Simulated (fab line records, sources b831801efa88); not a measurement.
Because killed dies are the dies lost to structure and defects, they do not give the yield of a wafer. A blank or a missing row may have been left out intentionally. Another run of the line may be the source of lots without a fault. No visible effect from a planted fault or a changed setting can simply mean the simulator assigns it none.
Which tool was responsible? -- flow sky130 -- Sampling: 6 lots, 18 wafers, 3 of 708 route steps

== WHAT EACH GAUGE READ, for each wafer ==
SKY_LI_CONTACT_CD_MEAS_12 targets a cd of 170 nm.
lot,measured,on,cd_nm (nm)
L622,day 29 07:24,cd_sem-02,171.8 171.3 172.2
L625,day 30 19:11,cd_sem-02,169.1 168.2 169.3
L628,day 31 17:56,cd_sem-01,170.1 170.9 170.5
L630,day 32 05:53,cd_sem-01,171.6 171.6 172.4
L638,day 34 19:28,cd_sem-01,171.9 171.7 173.2
L644,day 36 11:50,cd_sem-02,169.9 169.7 169.0

== WHAT TOOL EACH LOT RAN ON (gives the tool, then ch and the chambers of the sampled wafers, and finally the start) ==
lot,SKY_FIELD_ISO_ETCH_17,SKY_POLY_CUT_STRIP_12
L622,"rie_si-02 ch 0,1,3, day 2 09:00","plasma_asher-03 ch 0, day 24 08:55"
L625,"rie_si-01 ch 0,1,3, day 3 02:47","plasma_asher-01 ch 0,1, day 26 00:04"
L628,"rie_si-02 ch 0,2,3, day 3 17:02","plasma_asher-02 ch 0,1, day 27 00:58"
L630,"rie_si-01 ch 0,1,2, day 4 05:05","plasma_asher-03 ch 0,1, day 27 11:39"
L638,"rie_si-02 ch 0,3, day 5 21:39","plasma_asher-01 ch 0,1, day 30 06:06"
L644,"rie_si-01 ch 0,1, day 7 05:53","plasma_asher-01 ch 0,1, day 32 00:55"
- SKY_FIELD_ISO_ETCH_17: etches Si in HBr/Cl2/O2, target depth 342 nm, time 97.7 s.
- SKY_POLY_CUT_STRIP_12: strips in O2/N2.

== THE ANSWER, worked out from the rows above alone ==
Rule: what is usual is taken from the lots themselves. Put in order of their means at a reading, lots are off if they are a third of the lots or fewer, leave a main group of 4 or more, and stand apart from it by a gap of 3 or more times the standard deviation of the main group's means; of several such gaps the widest counts. Not used: any main group whose means are identical at the precision the tables above print for the reading. A lot without any number at a reading at which 4 lots or more have one is off too. All remaining lots with rows at the step are treated as sound.
No lot is off at any reading shown: from this, nothing can be told.

== WHAT THE SIMULATOR PUT IN ==
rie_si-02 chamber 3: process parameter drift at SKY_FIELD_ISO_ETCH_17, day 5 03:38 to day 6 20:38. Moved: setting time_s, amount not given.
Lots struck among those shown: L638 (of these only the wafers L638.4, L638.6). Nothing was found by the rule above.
